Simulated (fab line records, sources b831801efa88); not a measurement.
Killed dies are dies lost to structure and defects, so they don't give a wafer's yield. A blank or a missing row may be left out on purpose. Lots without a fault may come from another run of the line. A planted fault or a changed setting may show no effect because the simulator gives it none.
Chamber matching | flow gf180mcu | GF_V1_CMP_26 on cmp-01: 4 sister chambers
The step polishes, stops on SiO2, t overpolish 15 s, target thk 0 nm. 8 wafers are shown with their chamber, then 7 later ones without.

WAFERS WITH THEIR CHAMBER
wafer  | chamber | motor_current_A (A) | retaining_ring_pressure_frac
L776.1 | 1       | 11.6                | 0.996
L776.2 | 2       | 11.6                | 0.995
L776.3 | 0       | 9.8                 | 1.003
L777.2 | 0       | 9.6                 | 0.995
L777.4 | 3       | 11.6                | 1.003
L777.5 | 3       | 11.3                | 0.997
L786.2 | 2       | 10.9                | 0.994
L786.3 | 1       | 12.0                | 0.993

WAFERS WITHOUT THEIR CHAMBER
wafer  | motor_current_A (A) | retaining_ring_pressure_frac
L786.6 | 12.0                | 0.994
L788.2 | 11.1                | 0.997
L788.3 | 11.6                | 0.999
L788.4 | 9.6                 | 1.001
L789.4 | 11.8                | 0.998
L789.5 | 10.9                | 0.998
L789.6 | 9.4                 | 0.998

WHICH CHAMBER EACH WENT THROUGH
wafer  | from the rows above          | in truth
L786.6 | can't be placed: 1 or 3 or 2 | 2
L788.2 | can't be placed: 2 or 3 or 1 | 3
L788.3 | can't be placed: 3 or 1 or 2 | 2
L788.4 | 0                            | 0
L789.4 | can't be placed: 1 or 3 or 2 | 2
L789.5 | can't be placed: 2 or 3 or 1 | 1
L789.6 | 0                            | 0
Placed correctly: 2 of 7. Can't be placed from these rows: 5 (the true chamber is among the candidates in 5). Placed wrongly: 0.
How it was worked out, from the rows above alone: a wafer's distance from a chamber is the root of the sum, over the readings, of the square of ((its reading less the chamber's mean) divided by the reading's scatter). The wafer belongs to the nearest chamber; if the next one is less than 2 further off, it can't be placed. A chamber's mean is the mean of its shown wafers. The scatter: the root of (the sum of the squares of (reading less its chamber's mean) over the shown wafers, divided by (wafers less chambers)).
